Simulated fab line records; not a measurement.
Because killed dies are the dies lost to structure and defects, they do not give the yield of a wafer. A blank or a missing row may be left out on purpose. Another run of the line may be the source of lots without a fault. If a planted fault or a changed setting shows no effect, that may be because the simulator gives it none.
A lot that was struck, set against a sound lot :: flow sky130 :: 25 steps out of a route of 708
Sound: the wafers L824.1, L824.4, L824.6. Struck: wafer L830.2 (left out: L830.3, L830.4 of the same lot, which were not struck); the cause appears at the end.
At each step with rows: each side's tool, then ch and its chambers, then its first start. Under that, the readings that differ: sound wafers :: struck wafers :: difference of the means :: sigmas: that difference in standard deviations of wafers without a fault.
alike: readings with means less than 2 such deviations apart, plus words and numbers identical on both sides. not compared: withheld readings, readings lacking a value on some wafer, bounds such as >300 that could conceal the same value, and numbers that have no deviation in the record and whose values overlap.
Wherever a step has rows on one side only, a row that says differs or no value, or a row with sigmas, the two part there. Numbers that don't overlap but have no deviation are shown without sigmas and don't part them. A reading missing from all wafers of one side parts the sides only when that side holds two or more wafers.

first, 3 steps without rows for these wafers: SKY_LOCAL_INTERCONNECT_STRIP_16 (strips in post etch residue remover, time 1200 s); SKY_LOCAL_INTERCONNECT_CLEAN_17 (cleans in IPA, time 180 s); SKY_LOCAL_INTERCONNECT_CLEAN_18 (cleans in O3/DIW).
SKY_CONTACT_CVD_00: deposits Si3N4, target thk 75 nm.
  sound on pecvd-03 ch 0,1,2, day 34 13:04; struck on pecvd-03 ch 2, day 36 11:43
  alike: heater-power-w
SKY_CONTACT_THK_MEAS_01:
  struck on film-metro-02, day 36 11:46; sound on film-metro-03, day 34 13:05
  alike: CONTACT_CVD_00_THK
then, 1 step without rows for these wafers: SKY_CONTACT_HDPCVD_02 (deposits SiO2, target thk 565 nm, time 94.2 s).
SKY_CONTACT_THK_MEAS_03:
  struck on film-metro-02, day 36 11:55; sound on film-metro-02, day 34 13:13
  alike: CONTACT_HDPCVD_THK
SKY_CONTACT_CMP_04: polishes SiO2.
  sound on cmp-01 ch 2,3, day 34 13:17; struck on cmp-01 ch 2, day 36 11:58
  alike: motor-current-A, platen-rpm, slurry-flow-ml-min, time-to-endpoint-s
SKY_CONTACT_BOW_MEAS_05:
  struck on film-metro-04, day 36 12:17; sound on film-metro-03, day 34 13:35
  alike: CONTACT_BOW
then, 3 steps without rows for these wafers: SKY_CONTACT_DEHYDRATE_06 (time 60 s); SKY_CONTACT_HMDS_07 (prime time 60 s); SKY_CONTACT_COAT_08 (resist thk 60 nm).
SKY_CONTACT_COAT_09: resist thk 450 nm.
  sound on litho-track-01 ch 0, day 35 03:00; struck on litho-track-01 ch 0, day 37 00:00
reading: model.KrF-thick_of_CONTACT_COAT_09.thk-nm (nm)
sound: 449.9 449.8 449.1
struck: 558.8
difference: +109.2
sigmas: 
then, 4 steps without rows for these wafers: SKY_CONTACT_SOFTBAKE_10 (time 90 s); SKY_CONTACT_EXPOSE_11 (exposes mask CTM1, target cd 170 nm); SKY_CONTACT_PEB_12; SKY_CONTACT_DEVELOP_13 (develop time 60 s).
SKY_CONTACT_CD_MEAS_14: the cd target is 170 nm.
  struck on cd-sem-01, day 37 14:07; sound on cd-sem-02, day 35 16:45
  alike: cd-nm
SKY_CONTACT_OVL_MEAS_15:
  struck on overlay-02, day 37 14:13; sound on overlay-01, day 35 16:52
  alike: CONTACT_OVL
SKY_CONTACT_ETCH_16: etches BARC in N2/H2, stops on SiO2, time 45.9 s, target depth 60 nm.
  sound on rie-diel-01 ch 1,2,3, day 35 16:54; struck on rie-diel-03 ch 2, day 37 14:15
reading: drypump-motor-current-A (A)
sound: 5.5 5.8 4.7
struck: 6.5
difference: +1.2
sigmas: +2

reading: model.CONTACT.cd-nm (nm)
sound: 172.3 171.8 170.1
struck: 169
difference: -2
sigmas: 
  alike: chamber-pressure-mTorr, oes-product-au, throttle-valve-pct
  not compared: rf-hours-counter-h
SKY_CONTACT_ETCH_17: etches SiO2 in C4F8/O2/Ar, stops on Si3N4, target depth 340 nm.
  sound on rie-diel-01 ch 1,2,3, day 35 16:56; struck on rie-diel-03 ch 2, day 37 14:17
  alike: chamber-pressure-mTorr, oes-product-au
SKY_CONTACT_ETCH_18: etches Si3N4 in CHF3/O2, stops on TiN, time 39 s, target depth 75 nm.
  sound on rie-diel-01 ch 1,2,3; struck on rie-diel-03 ch 2
reading: drypump-motor-current-A (A)
sound: 5.5 5.8 4.7
struck: 6.5
difference: +1.2
sigmas: +2

reading: model.KrF-thick_of_CONTACT_COAT_09.thk-nm (nm)
sound: 244.8 244.3 239.7
struck: 349.6
difference: +106.7
sigmas: 

reading: model.CONTACT.cd-nm (nm)
sound: 171.8 171.4 170.1
struck: 169
difference: -2
sigmas: 
  alike: chamber-pressure-mTorr, oes-product-au, throttle-valve-pct
  not compared: rf-hours-counter-h
SKY_CONTACT_STRIP_19: strips in O2/N2.
  sound on plasma-asher-02 ch 0,1, day 35 17:02; struck on plasma-asher-03 ch 0, day 37 14:23
reading: drypump-motor-current-A (A)
sound: 5.1 5.1 5.2
struck: 6.1
difference: +1.0
sigmas: +2

reading: oes-product-au (a.u.)
sound: 0.383 0.383 0.383
struck: 0.422
difference: +0.039
sigmas: +8

reading: strip-time-to-endpoint-s (s)
sound: 3.632 3.644 3.572
struck: 4.711
difference: +1.095
sigmas: +38
  alike: chamber-pressure-mTorr, o2-flow-sccm
  not compared: rf-hours-counter-h
then, 2 steps without rows for these wafers: SKY_CONTACT_STRIP_20 (strips in post etch residue remover, time 1200 s); SKY_PAD_OPEN_PROBE_99.

WHERE THEY PART
Earliest at SKY_CONTACT_ETCH_16; latest, in this record, at SKY_CONTACT_STRIP_19.

WHY: the cause the simulator had injected
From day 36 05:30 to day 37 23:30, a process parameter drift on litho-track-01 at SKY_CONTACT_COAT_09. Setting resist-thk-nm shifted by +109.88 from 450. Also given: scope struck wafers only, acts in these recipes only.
